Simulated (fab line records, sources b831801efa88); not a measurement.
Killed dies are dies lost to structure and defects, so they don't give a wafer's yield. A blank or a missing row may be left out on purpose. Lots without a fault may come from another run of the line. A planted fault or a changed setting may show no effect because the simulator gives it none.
Problem report in the 8D (eight disciplines) form, filled by code | flow gf180mcu | the parts of the form that need people (team, actions taken, sign-off) are left out

1. THE PROBLEM
HV_LDD_CVD_54_THK at GF_HV_LDD_THK_MEAS_55 reads a mean of 5.78 nm on 3 wafers of 1 lot; wafers without a fault read 9.99 nm with a standard deviation of 0.11. That is -38 standard deviations from the usual mean.
First seen on wafer L668.2, day 18 05:07, on film_metro-01. The record holds 36 wafers of 12 lots with a number at this step. Rule for "out", or "out of limits": more than 4 standard deviations from the usual mean. The other wafers with a number count as sound.

2. WHAT IT IS AND WHAT IT IS NOT
question                    | is                     | is not
which readings at this step | HV_LDD_CVD_54_THK      | -
which lots                  | L668                   | L653, L655, L656, L657, L658, L663, L670, L671, L672, L673, L674
which wafers of those lots  | all that have a number | -
read on which gauges        | film_metro-01          | film_metro-02, film_metro-03
when                        | from day 18 05:07      | up to then (18 sound wafers); but 15 sound wafers of L670, L671, L672, L673, L674 came after

3. SUSPECTS, AND WHAT RULES EACH OUT
Counting: a tool at a process step up to the reading stays a suspect if it ran every lot that is out and no sound lot after the first of them.
- the gauge at GF_HV_LDD_THK_MEAS_55: ruled out. All the wafers that are out were read on film_metro-01, but those of them that GF_HV_LDD_CVD_54 has rows for are out there too, on other tools.
- lpcvd-01 at GF_HV_LDD_CVD_54 (deposits SiO2 from TEOS, target thk 10 nm, time 75 s): kept. It ran the lot that is out, L668 (day 18 04:05), and no sound lot after that; its last sound lot up to then is L655 (day 13 21:05). Its own readings are out on those wafers: spike_tc_bottom_C, spike_tc_centre_C, spike_tc_lower_C, spike_tc_upper_C, susceptor_temp_C.
Left after counting: lpcvd-01 at GF_HV_LDD_CVD_54.

4. THE CAUSE (what the simulator had put in)
Process parameter drift: lpcvd-01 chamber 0, from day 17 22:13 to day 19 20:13, at GF_HV_LDD_CVD_54. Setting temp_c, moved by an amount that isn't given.
Counting left only this tool.

5. THE CHAIN OF EFFECTS, in route order
Each row: a reading whose mean over the struck wafers that have a number lies more than 3 standard deviations from the usual. Only readings for which the record gives a usual standard deviation are gone through. hours: the time from each lot's start at the first step in this table that gives one to its start at this step, as a median over the lots. sigmas: the change in usual standard deviations.
hours | step                  | reading           | usual    | on struck wafers | change | sigmas
0     | GF_HV_LDD_CVD_54      | spike_tc_bottom_C | 700.8 C  | 680.5            | -20.3  | -7.8
0     | GF_HV_LDD_CVD_54      | spike_tc_centre_C | 680.9 C  | 659.4            | -21.5  | -20
0     | GF_HV_LDD_CVD_54      | spike_tc_lower_C  | 679.6 C  | 658.2            | -21.4  | -19
0     | GF_HV_LDD_CVD_54      | spike_tc_top_C    | 697 C    | 682              | -15    | -4.2
0     | GF_HV_LDD_CVD_54      | spike_tc_upper_C  | 680.1 C  | 659.4            | -20.7  | -15
0     | GF_HV_LDD_CVD_54      | susceptor_temp_C  | 680.02 C | 658.69           | -21.33 | -74
1     | GF_HV_LDD_THK_MEAS_55 | HV_LDD_CVD_54_THK | 9.99 nm  | 5.78             | -4.21  | -38
The process steps in it:
- GF_HV_LDD_CVD_54: deposits SiO2 from TEOS, target thk 10 nm, time 75 s.

6. WHAT WOULD HAVE CAUGHT IT SOONER
In this record the first reading out of limits at a measuring or inspecting step was taken at day 18 05:07, 7 hours after the fault began at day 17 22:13.
The tool's own readings at GF_HV_LDD_CVD_54 were out on every struck wafer that the step has a row for (spike_tc_bottom_C, spike_tc_centre_C, spike_tc_lower_C, spike_tc_upper_C, susceptor_temp_C): an alarm limit on them would have fired on the first of those.
All the lots that are out (1) had begun GF_HV_LDD_CVD_54 on lpcvd-01 by day 18 05:07. A hold on the tool at that time would have spared none of them.
